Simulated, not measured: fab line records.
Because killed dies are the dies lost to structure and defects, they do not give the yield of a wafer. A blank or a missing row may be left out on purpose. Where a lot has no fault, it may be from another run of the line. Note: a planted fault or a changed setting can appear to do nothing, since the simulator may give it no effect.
Which tool is to blame? || flow gf180mcu || 36 wafers from 12 lots sampled at 5 of the route's 602 steps

== WHAT THE GAUGES READ, wafer by wafer ==
GF_LVPWELL_OVL_MEAS_07.
{"lot": "L541", "measured": "day 3 20:33", "on": "overlay-02", "LVPWELL_OVL (nm)": "1.2 0.8 0.4"}
{"lot": "L542", "measured": "day 4 02:53", "on": "overlay-02", "LVPWELL_OVL (nm)": "-1.7 -2.7 -1.3"}
{"lot": "L543", "measured": "day 4 07:16", "on": "overlay-02", "LVPWELL_OVL (nm)": "-0.5 -0.3 -1.6"}
{"lot": "L545", "measured": "day 4 18:43", "on": "overlay-02", "LVPWELL_OVL (nm)": "0.6 0.7 -0.4"}
{"lot": "L546", "measured": "day 5 00:22", "on": "overlay-02", "LVPWELL_OVL (nm)": "0.1 -0.9 -0.6"}
{"lot": "L547", "measured": "day 5 05:53", "on": "overlay-01", "LVPWELL_OVL (nm)": "2.5 1.2 1.4"}
{"lot": "L553", "measured": "day 6 16:22", "on": "overlay-02", "LVPWELL_OVL (nm)": "0.1 0.8 1.0"}
{"lot": "L559", "measured": "day 8 01:43", "on": "overlay-01", "LVPWELL_OVL (nm)": "0.0 -0.4 1.6"}
{"lot": "L560", "measured": "day 8 08:55", "on": "overlay-02", "LVPWELL_OVL (nm)": "-1.2 -0.9 0.3"}
{"lot": "L561", "measured": "day 8 13:28", "on": "overlay-02", "LVPWELL_OVL (nm)": "-2.5 -1.0 -1.1"}
{"lot": "L563", "measured": "day 9 01:56", "on": "overlay-01", "LVPWELL_OVL (nm)": "2.1 -1.0 0.4"}
{"lot": "L564", "measured": "day 9 06:24", "on": "overlay-02", "LVPWELL_OVL (nm)": "-0.4 0.3 0.2"}

GF_LVPWELL_TW_MEAS_11.
{"lot": "L541", "measured": "day 3 21:00", "on": "film-metro-04", "LVPWELL_TW": "546 548 545"}
{"lot": "L542", "measured": "day 4 03:19", "on": "film-metro-03", "LVPWELL_TW": "559 560 560"}
{"lot": "L543", "measured": "day 4 07:43", "on": "film-metro-03", "LVPWELL_TW": "559 560 560"}
{"lot": "L545", "measured": "day 4 19:10", "on": "film-metro-04", "LVPWELL_TW": "562 564 561"}
{"lot": "L546", "measured": "day 5 00:48", "on": "film-metro-04", "LVPWELL_TW": "567 566 565"}
{"lot": "L547", "measured": "day 5 06:19", "on": "film-metro-03", "LVPWELL_TW": "565 568 571"}
{"lot": "L553", "measured": "day 6 16:49", "on": "film-metro-04", "LVPWELL_TW": "552 552 547"}
{"lot": "L559", "measured": "day 8 02:09", "on": "film-metro-03", "LVPWELL_TW": "555 557 555"}
{"lot": "L560", "measured": "day 8 09:22", "on": "film-metro-03", "LVPWELL_TW": "559 558 559"}
{"lot": "L561", "measured": "day 8 13:55", "on": "film-metro-03", "LVPWELL_TW": "559 560 560"}
{"lot": "L563", "measured": "day 9 02:23", "on": "film-metro-04", "LVPWELL_TW": "554 551 551"}
{"lot": "L564", "measured": "day 9 06:51", "on": "film-metro-04", "LVPWELL_TW": "552 554 553"}

GF_VT_IMPLANT_OVL_MEAS_29.
{"lot": "L541", "measured": "day 6 20:37", "on": "overlay-02", "VT_IMPLANT_02_OVL (nm)": "1.9 0.8 2.0"}
{"lot": "L542", "measured": "day 7 02:57", "on": "overlay-02", "VT_IMPLANT_02_OVL (nm)": "-1.9 -1.8 -2.0"}
{"lot": "L543", "measured": "day 7 07:55", "on": "overlay-01", "VT_IMPLANT_02_OVL (nm)": "1.9 0.4 1.8"}
{"lot": "L545", "measured": "day 7 21:30", "on": "overlay-01", "VT_IMPLANT_02_OVL (nm)": "0.7 1.9 0.6"}
{"lot": "L546", "measured": "day 8 05:21", "on": "overlay-01", "VT_IMPLANT_02_OVL (nm)": "0.3 1.2 1.9"}
{"lot": "L547", "measured": "day 8 11:30", "on": "overlay-01", "VT_IMPLANT_02_OVL (nm)": "1.3 -0.1 -0.8"}
{"lot": "L553", "measured": "day 10 03:01", "on": "overlay-01", "VT_IMPLANT_02_OVL (nm)": "0.4 -0.1 0.6"}
{"lot": "L559", "measured": "day 11 17:14", "on": "overlay-02", "VT_IMPLANT_02_OVL (nm)": "-2.8 -0.7 -1.2"}
{"lot": "L560", "measured": "day 12 00:35", "on": "overlay-02", "VT_IMPLANT_02_OVL (nm)": "2.3 1.7 2.5"}
{"lot": "L561", "measured": "day 12 05:54", "on": "overlay-02", "VT_IMPLANT_02_OVL (nm)": "1.6 1.4 2.9"}
{"lot": "L563", "measured": "day 12 20:38", "on": "overlay-02", "VT_IMPLANT_02_OVL (nm)": "0.9 0.2 0.8"}
{"lot": "L564", "measured": "day 13 02:26", "on": "overlay-02", "VT_IMPLANT_02_OVL (nm)": "-1.9 0.3 -0.8"}

GF_VT_IMPLANT_RS_MEAS_48: uses a four-point probe to measure.
{"lot": "L541", "measured": "day 7 12:54", "on": "film-metro-04", "LVPWELL_RS (ohm/sq)": "1200 1200 1198"}
{"lot": "L542", "measured": "day 7 19:42", "on": "film-metro-04", "LVPWELL_RS (ohm/sq)": "1195 1193 1194"}
{"lot": "L543", "measured": "day 8 01:07", "on": "film-metro-03", "LVPWELL_RS (ohm/sq)": "1195 1192 1195"}
{"lot": "L545", "measured": "day 8 14:32", "on": "film-metro-02", "LVPWELL_RS (ohm/sq)": "1169 1168 1168"}
{"lot": "L546", "measured": "day 8 22:12", "on": "film-metro-02", "LVPWELL_RS (ohm/sq)": "1168 1171 1169"}
{"lot": "L547", "measured": "day 9 05:01", "on": "film-metro-03", "LVPWELL_RS (ohm/sq)": "1167 1166 1165"}
{"lot": "L553", "measured": "day 10 21:56", "on": "film-metro-04", "LVPWELL_RS (ohm/sq)": "1191 1196 1192"}
{"lot": "L559", "measured": "day 12 13:12", "on": "film-metro-04", "LVPWELL_RS (ohm/sq)": "1195 1196 1195"}
{"lot": "L560", "measured": "day 12 20:46", "on": "film-metro-04", "LVPWELL_RS (ohm/sq)": "1194 1194 1195"}
{"lot": "L561", "measured": "day 13 02:15", "on": "film-metro-03", "LVPWELL_RS (ohm/sq)": "1194 1195 1191"}
{"lot": "L563", "measured": "day 13 17:23", "on": "film-metro-04", "LVPWELL_RS (ohm/sq)": "1194 1197 1195"}
{"lot": "L564", "measured": "day 14 00:16", "on": "film-metro-03", "LVPWELL_RS (ohm/sq)": "1193 1194 1192"}

== EACH LOT AND THE TOOL THAT RAN IT (in order: tool; ch and the chambers of the sampled wafers; start) ==
{"lot": "L541", "GF_LVPWELL_IMPLANT_09": "implanter-01 ch 0, day 3 20:47"}
{"lot": "L542", "GF_LVPWELL_IMPLANT_09": "implanter-02 ch 0, day 4 03:05"}
{"lot": "L543", "GF_LVPWELL_IMPLANT_09": "implanter-02 ch 0, day 4 07:30"}
{"lot": "L545", "GF_LVPWELL_IMPLANT_09": "implanter-02 ch 0, day 4 18:55"}
{"lot": "L546", "GF_LVPWELL_IMPLANT_09": "implanter-02 ch 0, day 5 00:34"}
{"lot": "L547", "GF_LVPWELL_IMPLANT_09": "implanter-02 ch 0, day 5 06:05"}
{"lot": "L553", "GF_LVPWELL_IMPLANT_09": "implanter-03 ch 0, day 6 16:34"}
{"lot": "L559", "GF_LVPWELL_IMPLANT_09": "implanter-01 ch 0, day 8 01:54"}
{"lot": "L560", "GF_LVPWELL_IMPLANT_09": "implanter-01 ch 0, day 8 09:08"}
{"lot": "L561", "GF_LVPWELL_IMPLANT_09": "implanter-03 ch 0, day 8 13:41"}
{"lot": "L563", "GF_LVPWELL_IMPLANT_09": "implanter-03 ch 0, day 9 02:08"}
{"lot": "L564", "GF_LVPWELL_IMPLANT_09": "implanter-01 ch 0, day 9 06:38"}
- GF_LVPWELL_IMPLANT_09

== WHAT THE TOOLS THEMSELVES READ (means of the sampled wafers that have a number; where no wafer has one, the mark that the record gives instead) ==
GF_LVPWELL_IMPLANT_09.
{"lot": "L541", "tool": "implanter-01", "tilt-deg (degrees)": 0.001}
{"lot": "L542", "tool": "implanter-02", "tilt-deg (degrees)": 0.010}
{"lot": "L543", "tool": "implanter-02", "tilt-deg (degrees)": -0.001}
{"lot": "L545", "tool": "implanter-02", "tilt-deg (degrees)": 5.972}
{"lot": "L546", "tool": "implanter-02", "tilt-deg (degrees)": 5.974}
{"lot": "L547", "tool": "implanter-02", "tilt-deg (degrees)": 5.975}
{"lot": "L553", "tool": "implanter-03", "tilt-deg (degrees)": 0.017}
{"lot": "L559", "tool": "implanter-01", "tilt-deg (degrees)": 0.001}
{"lot": "L560", "tool": "implanter-01", "tilt-deg (degrees)": -0.009}
{"lot": "L561", "tool": "implanter-03", "tilt-deg (degrees)": -0.006}
{"lot": "L563", "tool": "implanter-03", "tilt-deg (degrees)": -0.003}
{"lot": "L564", "tool": "implanter-01", "tilt-deg (degrees)": -0.002}

== THE ANSWER, worked out from the rows above alone ==
Rule: usual is defined by the lots themselves. The widest of any qualifying gaps counts: lots, ordered by their means at a reading, are off when they make up no more than a third of the lots, leave a main group of 4 or more, and stand apart from it by 3 or more times the standard deviation of that group's means. The tables above print the reading to a certain number of digits; a main group whose means all agree to those digits is not used. Also off: a lot with no number at a reading for which 4 or more lots have one. Any other lot the step has rows for is counted as sound. The gauges are gone through in route order, then the tools' own readings, and for those a lot's mean is taken as printed above. At the first step where some lot is off, the reading lying furthest off is the one used; lots without a number count as furthest.
Off: L545, L546, L547, at GF_VT_IMPLANT_RS_MEAS_48 (LVPWELL_RS). The main group: mean 1195 ohm/sq, standard deviation 1.9.
A tool fits if, at a process step before that reading, it ran every lot that is off, and no sound lot after the first of them. Not tried: the gauges at GF_VT_IMPLANT_RS_MEAS_48; whatever is off there is also off at GF_LVPWELL_IMPLANT_09, on other tools, and gauge error can't account for it. One candidate fits, namely implanter-02 at GF_LVPWELL_IMPLANT_09. A fault onset in the window from L543 (day 4 07:30, its last sound lot) to L545 (day 4 18:55, its first lot off) fits.
The tool's own readings at GF_LVPWELL_IMPLANT_09 bear it out: on the lots that are off they differ by more than 5 times the standard deviation of the sound lots' means. tilt-deg reads 5.974 degrees there against 0.001 degrees on the sound lots.

== WHAT THE SIMULATOR HAD INSERTED ==
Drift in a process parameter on implanter-02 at GF_LVPWELL_IMPLANT_09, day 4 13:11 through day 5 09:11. From 0, the setting tilt-deg moved by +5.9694. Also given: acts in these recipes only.
Lots struck among those shown: L545, L546, L547. The rule above reached the same finding.
